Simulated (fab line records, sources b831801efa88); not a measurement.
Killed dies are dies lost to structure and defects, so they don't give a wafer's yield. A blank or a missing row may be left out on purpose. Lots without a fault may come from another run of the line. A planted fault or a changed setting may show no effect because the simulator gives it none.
Which tool did it? | flow gf180mcu | 11 lots, 33 wafers sampled, at 5 steps of a route of 602

WHAT THE GAUGES READ, wafer by wafer
GF_V2_THK_MEAS_03. Usual: V2_CVD_02_THK 847 nm, standard deviation 12.
lot  | measured     | on            | V2_CVD_02_THK (nm) | flag
L240 | day 22 14:32 | film_metro-03 | 834 864 854        |
L241 | day 23 02:04 | film_metro-04 | 856 841 851        |
L244 | day 23 22:11 | film_metro-04 | 836 837 849        |
L246 | day 24 12:00 | film_metro-02 | 855 870 856        |
L248 | day 25 00:38 | film_metro-04 | 834 863 845        |
L250 | day 25 19:13 | film_metro-04 | 825 840 1457       | OFF
L252 | day 26 05:11 | film_metro-03 | 844 851 1463       | OFF
L253 | day 26 16:46 | film_metro-04 | 836 844 847        |
L256 | day 27 11:08 | film_metro-04 | 848 830 848        |
L258 | day 27 23:58 | film_metro-03 | 831 834 861        |
L260 | day 28 08:40 | film_metro-02 | 852 834 872        |

WHICH TOOL RAN EACH LOT (tool, then ch and the chambers of the sampled wafers, then the start)
lot  | GF_M2_SPUTTER_00             | GF_M2_METAL_ETCH_16               | GF_M2_STRIP_17                       | GF_V2_CVD_02
L240 | pvd_sputter-03, day 21 12:25 | rie_metal-03 ch 0,1, day 22 13:40 | plasma_asher-02 ch 0,1, day 22 13:47 | pecvd-01 ch 1,2, day 22 14:27
L241 | pvd_sputter-04, day 22 00:13 | rie_metal-01 ch 0,1, day 23 01:13 | plasma_asher-04 ch 0,1, day 23 01:20 | pecvd-03 ch 0,1,2, day 23 01:59
L244 | pvd_sputter-04, day 22 20:25 | rie_metal-01 ch 1, day 23 21:13   | plasma_asher-01 ch 0,1, day 23 21:24 | pecvd-01 ch 1,2, day 23 22:06
L246 | pvd_sputter-01, day 23 10:28 | rie_metal-02 ch 0,1, day 24 11:07 | plasma_asher-01 ch 0,1, day 24 11:14 | pecvd-01 ch 0,1, day 24 11:55
L248 | pvd_sputter-01, day 23 23:49 | rie_metal-01 ch 1, day 24 23:44   | plasma_asher-02 ch 0,1, day 24 23:55 | pecvd-02 ch 0,1,2, day 25 00:33
L250 | pvd_sputter-04, day 24 19:31 | rie_metal-02 ch 0,1, day 25 18:22 | plasma_asher-02 ch 0,1, day 25 18:29 | pecvd-01 ch 1,2, day 25 19:08
L252 | pvd_sputter-03, day 25 06:07 | rie_metal-02 ch 0,1, day 26 04:16 | plasma_asher-01 ch 0,1, day 26 04:23 | pecvd-01 ch 0,1, day 26 05:07
L253 | pvd_sputter-01, day 25 17:26 | rie_metal-01 ch 0,1, day 26 15:55 | plasma_asher-04 ch 0,1, day 26 16:01 | pecvd-02 ch 0,1,2, day 26 16:41
L256 | pvd_sputter-04, day 26 11:46 | rie_metal-01 ch 1, day 27 10:16   | plasma_asher-04 ch 1, day 27 10:23   | pecvd-03 ch 1,2, day 27 11:03
L258 | pvd_sputter-04, day 27 01:01 | rie_metal-02 ch 0,1, day 27 23:04 | plasma_asher-01 ch 0,1, day 27 23:11 | pecvd-03 ch 0,1,2, day 27 23:53
L260 | pvd_sputter-03, day 27 09:49 | rie_metal-01 ch 0,1, day 28 07:48 | plasma_asher-01 ch 0,1, day 28 07:55 | pecvd-02 ch 0,2, day 28 08:35
- GF_M2_SPUTTER_00: material Ti, target thk 37.5 nm, time 150 s.
- GF_M2_METAL_ETCH_16: etches the open film in Cl2/BCl3, stops on SiO2, target depth 627.5 nm, time 104.6 s.
- GF_M2_STRIP_17: strips in O2/N2.
- GF_V2_CVD_02: deposits SiO2 from TEOS, target thk 850 nm, time 94.851 s.

WHAT THE TOOLS THEMSELVES READ (means of the sampled wafers that have a number; where no wafer has one, the mark that the record gives instead)
GF_M2_SPUTTER_00. Usual: throttle_valve_pct 29.9 %, standard deviation 1.1.
lot  | tool           | throttle_valve_pct (%) | flag
L240 | pvd_sputter-03 | 29.0                   |
L241 | pvd_sputter-04 | 30.4                   |
L244 | pvd_sputter-04 | 30.6                   |
L246 | pvd_sputter-01 | 29.7                   |
L248 | pvd_sputter-01 | 30.0                   |
L250 | pvd_sputter-04 | 30.1                   |
L252 | pvd_sputter-03 | 29.1                   |
L253 | pvd_sputter-01 | 30.4                   |
L256 | pvd_sputter-04 | 31.3                   |
L258 | pvd_sputter-04 | 30.9                   |
L260 | pvd_sputter-03 | 29.0                   |

GF_M2_METAL_ETCH_16. Usual: drypump_motor_current_A 5.8 A, standard deviation 0.48; oes_product_au 0.972 a.u., standard deviation 0.0064; throttle_valve_pct 28.251 %, standard deviation 0.011.
lot  | tool         | drypump_motor_current_A (A) | oes_product_au (a.u.) | throttle_valve_pct (%) | flag
L240 | rie_metal-03 | 5.3                         | 0.971                 | 28.263                 |
L241 | rie_metal-01 | 6.3                         | 0.983                 | 28.244                 |
L244 | rie_metal-01 | 5.6                         | 0.979                 | 28.256                 |
L246 | rie_metal-02 | 5.9                         | 0.978                 | 28.254                 |
L248 | rie_metal-01 | 5.6                         | 0.971                 | 28.248                 |
L250 | rie_metal-02 | 5.9                         | 0.973                 | 28.237                 |
L252 | rie_metal-02 | 5.9                         | 0.968                 | 28.253                 |
L253 | rie_metal-01 | 6.0                         | 0.970                 | 28.253                 |
L256 | rie_metal-01 | 5.6                         | 0.973                 | 28.246                 |
L258 | rie_metal-02 | 5.9                         | 0.973                 | 28.255                 |
L260 | rie_metal-01 | 6.3                         | 0.966                 | 28.246                 |

GF_M2_STRIP_17. Usual: drypump_motor_current_A 5.5 A, standard deviation 0.35; heater_power_w 376 W, standard deviation 54; o2_flow_sccm 2999 sccm, standard deviation 9.9; oes_product_au 0.555 a.u., standard deviation 0.0053; strip_time_to_endpoint_s 7.82 s, standard deviation 0.048.
lot  | tool            | drypump_motor_current_A (A) | heater_power_w (W) | o2_flow_sccm (sccm) | oes_product_au (a.u.) | strip_time_to_endpoint_s (s) | flag
L240 | plasma_asher-02 | 5.6                         | 343                | 3007                | 0.555                 | 7.83                         |
L241 | plasma_asher-04 | 5.6                         | 400                | 3001                | 0.558                 | 7.80                         |
L244 | plasma_asher-01 | 5.6                         | 416                | 3000                | 0.552                 | 7.84                         |
L246 | plasma_asher-01 | 5.6                         | 413                | 2991                | 0.554                 | 7.82                         |
L248 | plasma_asher-02 | 5.6                         | 342                | 3000                | 0.555                 | 7.79                         |
L250 | plasma_asher-02 | 5.3                         | 319                | 3002                | 0.552                 | 7.79                         |
L252 | plasma_asher-01 | 5.5                         | 411                | 2998                | 0.564                 | 7.90                         |
L253 | plasma_asher-04 | 5.3                         | 365                | 3010                | 0.552                 | 7.76                         |
L256 | plasma_asher-04 | 6.0                         | 431                | 2993                | 0.559                 | 7.84                         |
L258 | plasma_asher-01 | 5.6                         | 436                | 3001                | 0.563                 | 7.90                         |
L260 | plasma_asher-01 | 5.6                         | 413                | 2998                | 0.558                 | 7.83                         |

GF_V2_CVD_02. Usual: heater_power_w 710 W, standard deviation 75.
lot  | tool     | heater_power_w (W) | flag
L240 | pecvd-01 | 633                |
L241 | pecvd-03 | 681                |
L244 | pecvd-01 | 640                |
L246 | pecvd-01 | 730                |
L248 | pecvd-02 | 697                |
L250 | pecvd-01 | 701                |
L252 | pecvd-01 | 735                |
L253 | pecvd-02 | 754                |
L256 | pecvd-03 | 680                |
L258 | pecvd-03 | 732                |
L260 | pecvd-02 | 669                |

THE ANSWER, worked out from the rows above alone
Rule: a lot is off if the mean of its wafers that have a number lies more than 3 standard deviations from the usual mean. A lot without any number at a reading at which 4 lots or more have one is off too. The other lots that the step has rows for count as sound. The gauges are gone through in route order, then the tools' own readings, and for those a lot's mean is taken as printed above. The first step at which some lot is off is used, and at that step the reading that is off furthest; a lot without a number counts as furthest.
Off: L250, L252, at GF_V2_THK_MEAS_03 (V2_CVD_02_THK).
A tool fits if, at a process step before that reading, it ran every lot that is off, and no sound lot after the first of them. The gauges at GF_V2_THK_MEAS_03 are tried like those tools. One fits: pecvd-01 at GF_V2_CVD_02. Its last sound lot is L246 (day 24 11:55), its first lot that is off L250 (day 25 19:08): a fault that began between those two fits.

WHAT THE SIMULATOR HAD PUT IN
Process parameter drift: pecvd-01, from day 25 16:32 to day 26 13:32, at GF_V2_CVD_02. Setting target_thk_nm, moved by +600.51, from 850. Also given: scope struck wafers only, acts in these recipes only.
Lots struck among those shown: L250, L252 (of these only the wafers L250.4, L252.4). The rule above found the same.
